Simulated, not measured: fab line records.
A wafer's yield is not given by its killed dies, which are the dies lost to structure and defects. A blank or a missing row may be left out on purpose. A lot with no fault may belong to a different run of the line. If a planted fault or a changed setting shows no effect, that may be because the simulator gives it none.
Which of the tools did it? + flow gf180mcu + 14 lots with 42 wafers sampled at 2 steps, on a route of 602 steps

== WHAT THE GAUGES SHOWED, per wafer ==
GF_V4_RS_MEAS_24: the measuring method here is four-point-probe.
| lot  | measured     | on            | V4_W_RS (ohm/sq)  |
|------|--------------|---------------|-------------------|
| L619 | day 24 11:15 | film_metro-04 | 0.324 0.318 0.319 |
| L620 | day 25 01:37 | film_metro-02 | 0.334 0.331 0.334 |
| L621 | day 25 04:38 | film_metro-04 | 0.319 0.326 0.320 |
| L622 | day 25 11:01 | film_metro-03 | 0.334 0.329 0.330 |
| L623 | day 26 00:29 | film_metro-03 | 0.331 0.332 0.334 |
| L624 | day 26 04:35 | film_metro-02 | 0.320 0.329 0.318 |
| L625 | day 26 23:41 | film_metro-04 | 0.327 0.318 0.331 |
| L626 | day 27 03:17 | film_metro-03 | 0.319 0.317 0.329 |
| L628 | day 27 07:34 | film_metro-04 | 0.325 0.316 0.316 |
| L629 | day 27 22:49 | film_metro-02 | 0.315 0.316 0.317 |
| L630 | day 28 16:13 | film_metro-04 | 0.327 0.333 0.328 |
| L638 | day 30 12:21 | film_metro-04 | 0.333 0.319 0.320 |
| L639 | day 30 17:11 | film_metro-03 | 0.321 0.319 0.329 |
| L642 | day 31 08:02 | film_metro-03 | 0.325 0.323 0.324 |

== WHAT TOOL EACH LOT RAN ON (gives the tool, then ch and the chambers of the sampled wafers, and finally the start) ==
| lot  | GF_V4_SPUTTER_22             |
|------|------------------------------|
| L619 | pvd_sputter-04, day 24 11:06 |
| L620 | pvd_sputter-04, day 25 01:27 |
| L621 | pvd_sputter-04, day 25 04:26 |
| L622 | pvd_sputter-04, day 25 10:50 |
| L623 | pvd_sputter-01, day 26 00:20 |
| L624 | pvd_sputter-02, day 26 04:26 |
| L625 | pvd_sputter-04, day 26 23:26 |
| L626 | pvd_sputter-04, day 27 03:08 |
| L628 | pvd_sputter-04, day 27 07:19 |
| L629 | pvd_sputter-02, day 27 22:38 |
| L630 | pvd_sputter-02, day 28 16:02 |
| L638 | pvd_sputter-04, day 30 12:12 |
| L639 | pvd_sputter-02, day 30 17:01 |
| L642 | pvd_sputter-01, day 31 07:52 |
- GF_V4_SPUTTER_22: material TiN, target thk 10 nm, time 40 s.

== WHAT THE TOOLS THEMSELVES READ (means of the sampled wafers that have a number; where no wafer has one, the mark that the record gives instead) ==
GF_V4_SPUTTER_22.
| lot  | tool           | throttle_valve_pct (%) |
|------|----------------|------------------------|
| L619 | pvd_sputter-04 | 30.3                   |
| L620 | pvd_sputter-04 | 30.0                   |
| L621 | pvd_sputter-04 | 30.1                   |
| L622 | pvd_sputter-04 | 30.1                   |
| L623 | pvd_sputter-01 | 31.1                   |
| L624 | pvd_sputter-02 | 29.1                   |
| L625 | pvd_sputter-04 | 30.2                   |
| L626 | pvd_sputter-04 | 30.1                   |
| L628 | pvd_sputter-04 | 30.3                   |
| L629 | pvd_sputter-02 | 29.3                   |
| L630 | pvd_sputter-02 | 30.0                   |
| L638 | pvd_sputter-04 | 30.0                   |
| L639 | pvd_sputter-02 | 29.6                   |
| L642 | pvd_sputter-01 | 29.4                   |

== THE ANSWER, worked out from the rows above alone ==
Rule: what is usual is taken from the lots themselves. Put in order of their means at a reading, lots are off if they are a third of the lots or fewer, leave a main group of 4 or more, and stand apart from it by a gap of 3 or more times the standard deviation of the main group's means; of several such gaps the widest counts. If all means in a main group match to the digits the tables above print for the reading, that group is not used. Also off: a lot with no number at a reading for which 4 or more lots have one. The other lots that the step has rows for count as sound. First the gauges in route order, then the tools' own readings, where a lot's mean is used as printed above. At the first step where some lot is off, the reading lying furthest off is the one used; lots without a number count as furthest.
No lot is off on any of the readings shown, so nothing can be concluded from this.

== WHAT THE SIMULATOR PUT IN ==
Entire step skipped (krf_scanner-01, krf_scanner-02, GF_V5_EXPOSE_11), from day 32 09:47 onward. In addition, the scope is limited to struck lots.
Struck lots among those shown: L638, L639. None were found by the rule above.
